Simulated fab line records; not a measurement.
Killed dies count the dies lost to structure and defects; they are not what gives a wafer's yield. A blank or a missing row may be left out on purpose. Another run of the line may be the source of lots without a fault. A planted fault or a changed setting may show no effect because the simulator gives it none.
Problem report, 8D (eight disciplines) form, completed by code / flow sky130 / the parts of the form that need people (team, actions taken, sign-off) are left out

## 1. WHAT IS WRONG
Wafers without a fault read 56.59 W, standard deviation 0.047; heaterPowerTotalW at SKY_SONOS_TUNNEL_SOFTBAKE_03 reads a mean of 55.93 W on 6 wafers belonging to 2 lots. Measured from the usual mean, that is -14 standard deviations.
The step: time 60 s.
First observed at day 12 04:55: wafer L416.4, on lithoTrack-03. Wafers with a number at this step in the record: 39, from 13 lots. Rule for "out" (also "out of limits"): further than 4 standard deviations from the usual mean. The other wafers with a number count as sound.

## 2. WHAT IT IS; WHAT IT IS NOT
question=which readings at this step | is=heaterPowerTotalW | is not=resistLineTempC
question=which lots | is=L416, L418 | is not=L413, L414, L415, L426, L427, L428, L429, L430, L431, L433, L434
question=which wafers of those lots | is=all that have a number | is not=-
question=read on which tools | is=lithoTrack-03 | is not=lithoTrack-01, lithoTrack-02
question=when | is=from day 12 04:55 | is not=up to then (9 sound wafers); but 24 sound wafers of L426, L427, L428, L429, L430, L431, L433, L434 came after

## 3. SUSPECTS, AND WHAT RULES EACH OUT
Counting: a tool at a process step up to the reading stays a suspect if it ran every lot that is out and no sound lot after the first of them.
- lithoTrack-03 at SKY_SONOS_TUNNEL_SOFTBAKE_03 (time 60 s): ruled out as a lasting fault. Following L416 (day 12 04:55), the first lot on it that is out, the sound lots L428, L429, L430, L431 were run on it.
Left after counting: nothing in the record.

## 4. THE CAUSE (what the simulator had put in)
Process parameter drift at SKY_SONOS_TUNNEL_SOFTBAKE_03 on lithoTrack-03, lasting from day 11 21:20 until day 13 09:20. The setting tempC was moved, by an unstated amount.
Counting ruled it out, wrongly.

## 5. THE CHAIN OF EFFECTS, in route order
Rows list readings where the struck wafers' mean (over those with a number) sits beyond 3 standard deviations from the usual. Readings are gone through only where the record gives a usual standard deviation; hours: the median, over the lots, of the time from a lot's start at the first step in this table giving one to that lot's start at this step; sigmas: the change measured in usual standard deviations.
hours=0; step=SKY_SONOS_TUNNEL_SOFTBAKE_03; reading=heaterPowerTotalW; usual=56.59 W; on struck wafers=55.93; change=-0.66; sigmas=-14
hours=0; step=SKY_SONOS_TUNNEL_SOFTBAKE_03; reading=plateTempC; usual=89.98 C; on struck wafers=89.25; change=-0.73; sigmas=-6.1
Here are the process steps it includes:
- SKY_SONOS_TUNNEL_SOFTBAKE_03: time 60 s.

## 6. WHAT WOULD HAVE CAUGHT IT SOONER
In this record no reading fell out of limits until day 12 04:55, 8 hours after the fault had begun at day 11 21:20.
